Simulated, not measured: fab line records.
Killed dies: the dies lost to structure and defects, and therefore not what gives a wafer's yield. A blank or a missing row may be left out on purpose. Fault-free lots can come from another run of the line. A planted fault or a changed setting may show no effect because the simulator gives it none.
Which of the tools did it? + flow sky130 + 33 wafers from 11 lots sampled at 3 of the route's 708 steps

WHAT THE GAUGES READ, wafer by wafer
SKY_LI_CONTACT_RS_MEAS_22: measurement is done with a four-point probe.
| lot  | measured     | on            | LI_CONTACT_W_RS (ohm/sq)            |
|------|--------------|---------------|-------------------------------------|
| L676 | day 29 09:23 | film metro-04 | 0.282 0.282 0.290                   |
| L677 | day 29 19:07 | film metro-03 | 0.283 0.290 0.284                   |
| L678 | day 29 23:17 | film metro-03 | 0.284 0.292 0.292                   |
| L679 | day 30 11:41 | film metro-04 | 0.289 0.294 0.286                   |
| L680 | day 30 20:03 | film metro-04 | 0.288 0.284 0.288                   |
| L681 | day 30 23:18 | film metro-03 | 0.286 0.284 0.295                   |
| L682 | day 31 08:02 | film metro-03 | 0.282 0.291 0.290                   |
| L684 | day 32 04:33 | film metro-02 | 0.284 0.286 0.293                   |
| L688 | day 33 08:08 | film metro-02 | 0.289 0.289 0.286                   |
| L691 | day 34 07:08 | film metro-04 | 0.281 0.282 0.293                   |
| L696 | day 35 18:53 | film metro-02 | 0.265 0.292 0.281 0.266 0.292 0.281 |

WHAT TOOL EACH LOT RAN ON (gives the tool, then ch and the chambers of the sampled wafers, and finally the start)
| lot  | SKY_SPACER_ETCHBACK_02             | SKY_LI_CONTACT_CVD_21         |
|------|------------------------------------|-------------------------------|
| L676 | rie diel-03 ch 0,1,2, day 23 03:46 | cvd w-01 ch 0,1, day 29 09:16 |
| L677 | rie diel-02 ch 1,2, day 23 15:11   | cvd w-01 ch 0,1, day 29 18:59 |
| L678 | rie diel-03 ch 0,3, day 23 19:10   | cvd w-01 ch 0,1, day 29 23:09 |
| L679 | rie diel-02 ch 1,2, day 24 07:20   | cvd w-01 ch 0,1, day 30 11:34 |
| L680 | rie diel-04 ch 2,3, day 24 17:31   | cvd w-02 ch 0,1, day 30 19:56 |
| L681 | rie diel-03 ch 1,2,3, day 24 20:48 | cvd w-01 ch 0,1, day 30 23:10 |
| L682 | rie diel-02 ch 0,1,2, day 25 07:56 | cvd w-01 ch 0,1, day 31 07:55 |
| L684 | rie diel-04 ch 0,1, day 26 03:44   | cvd w-01 ch 0,1, day 32 04:26 |
| L688 | rie diel-04 ch 0,2,3, day 27 11:43 | cvd w-02 ch 1, day 33 07:53   |
| L691 | rie diel-03 ch 1,2,3, day 28 11:37 | cvd w-01 ch 0,1, day 34 06:59 |
| L696 | rie diel-02 ch 0,1,2, day 30 01:44 | cvd w-01 ch 0,1, day 35 18:46 |
- SKY_SPACER_ETCHBACK_02: etches Si3N4 in CH3F/O2, stops on SiO2, time 46.7 s, target depth 45 nm.
- SKY_LI_CONTACT_CVD_21: deposits W, target thk 400 nm, time 120.56 s.

THE ANSWER, worked out from the rows above alone
Rule: usual is defined by the lots themselves. Put in order of their means at a reading, lots are off if they are a third of the lots or fewer, leave a main group of 4 or more, and stand apart from it by a gap of 3 or more times the standard deviation of the main group's means; of several such gaps the widest counts. A main group whose means are all the same, to the digits that the tables above print for the reading, isn't used. A lot without any number at a reading at which 4 lots or more have one is off too. The other lots that the step has rows for count as sound.
Off: at SKY_LI_CONTACT_RS_MEAS_22 (LI_CONTACT_W_RS), L696. For the main group the mean is 0.287 ohm/sq and the standard deviation 0.0016.
If a tool, at a process step before that reading, ran all the lots that are off and no sound lot after the first of them, it fits. Gauges at SKY_LI_CONTACT_RS_MEAS_22: tried the same way as those tools. Can't be told from this: 3 tools fit, rie diel-02 at SKY_SPACER_ETCHBACK_02, cvd w-01 at SKY_LI_CONTACT_CVD_21, film metro-02 at SKY_LI_CONTACT_RS_MEAS_22.

WHAT HAD BEEN PUT IN BY THE SIMULATOR
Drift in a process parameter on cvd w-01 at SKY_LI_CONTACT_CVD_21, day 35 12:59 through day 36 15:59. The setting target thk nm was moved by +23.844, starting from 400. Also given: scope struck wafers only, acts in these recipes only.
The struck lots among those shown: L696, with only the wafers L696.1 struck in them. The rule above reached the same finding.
